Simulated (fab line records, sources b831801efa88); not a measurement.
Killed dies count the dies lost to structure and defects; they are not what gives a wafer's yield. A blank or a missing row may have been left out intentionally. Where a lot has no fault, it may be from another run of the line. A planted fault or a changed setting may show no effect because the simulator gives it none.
Which tool was responsible? / flow sky130 / 21 wafers from 7 lots sampled at 2 of the route's 708 steps

== WHAT EACH GAUGE READ, for each wafer ==
SKY_VT_ADJUST_NCORE_TW_MEAS_11.
lot=L593; measured=day 8 23:04; on=film metro-03; VT_ADJUST_NCORE_TW=222.3 221.8 221.0
lot=L596; measured=day 9 23:58; on=film metro-03; VT_ADJUST_NCORE_TW=221.7 221.2 221.7
lot=L601; measured=day 11 14:50; on=film metro-02; VT_ADJUST_NCORE_TW=211.1 210.4 211.0 211.0 212.4 211.5
lot=L604; measured=day 12 13:37; on=film metro-02; VT_ADJUST_NCORE_TW=213.2 214.5 213.8 213.2 213.6 213.3
lot=L607; measured=day 13 06:25; on=film metro-02; VT_ADJUST_NCORE_TW=220.0 221.2 221.2
lot=L610; measured=day 14 01:53; on=film metro-02; VT_ADJUST_NCORE_TW=220.9 219.8 219.9
lot=L614; measured=day 15 14:23; on=film metro-04; VT_ADJUST_NCORE_TW=220.5 219.8 220.0

== TOOL THAT RAN EACH LOT (tool first, then ch and the chambers of the sampled wafers, then the start) ==
lot=L593; SKY_VT_ADJUST_NCORE_IMPLANT_09=implanter-04 ch 0, day 8 22:49
lot=L596; SKY_VT_ADJUST_NCORE_IMPLANT_09=implanter-04 ch 0, day 9 23:45
lot=L601; SKY_VT_ADJUST_NCORE_IMPLANT_09=implanter-02 ch 0, day 11 14:36
lot=L604; SKY_VT_ADJUST_NCORE_IMPLANT_09=implanter-02 ch 0, day 12 13:22
lot=L607; SKY_VT_ADJUST_NCORE_IMPLANT_09=implanter-01 ch 0, day 13 06:11
lot=L610; SKY_VT_ADJUST_NCORE_IMPLANT_09=implanter-04 ch 0, day 14 01:40
lot=L614; SKY_VT_ADJUST_NCORE_IMPLANT_09=implanter-04 ch 0, day 15 14:08
- SKY_VT_ADJUST_NCORE_IMPLANT_09

== THE ANSWER, worked out from the rows above alone ==
Rule: what is usual is taken from the lots themselves. The widest of any qualifying gaps counts: lots, ordered by their means at a reading, are off when they make up no more than a third of the lots, leave a main group of 4 or more, and stand apart from it by 3 or more times the standard deviation of that group's means. A main group whose means are all the same, to the digits that the tables above print for the reading, isn't used. Also off: a lot with no number at a reading for which 4 or more lots have one. All remaining lots with rows at the step are treated as sound.
Off: at SKY_VT_ADJUST_NCORE_TW_MEAS_11 (VT_ADJUST_NCORE_TW), L601, L604. Mean 220.9 and standard deviation 0.66 in the main group.
A tool fits if, at a process step before that reading, it ran every lot that is off, and no sound lot after the first of them. Gauges at SKY_VT_ADJUST_NCORE_TW_MEAS_11: tried the same way as those tools. One fits: SKY_VT_ADJUST_NCORE_IMPLANT_09 on implanter-02. It ran no sound lot before its first lot that is off in this sample, so the start can't be narrowed down.

== WHAT HAD BEEN PUT IN BY THE SIMULATOR ==
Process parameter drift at SKY_VT_ADJUST_NCORE_IMPLANT_09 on implanter-02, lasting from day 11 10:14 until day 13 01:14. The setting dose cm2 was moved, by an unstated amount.
Struck lots among those shown: L601, L604. The rule above found the same.
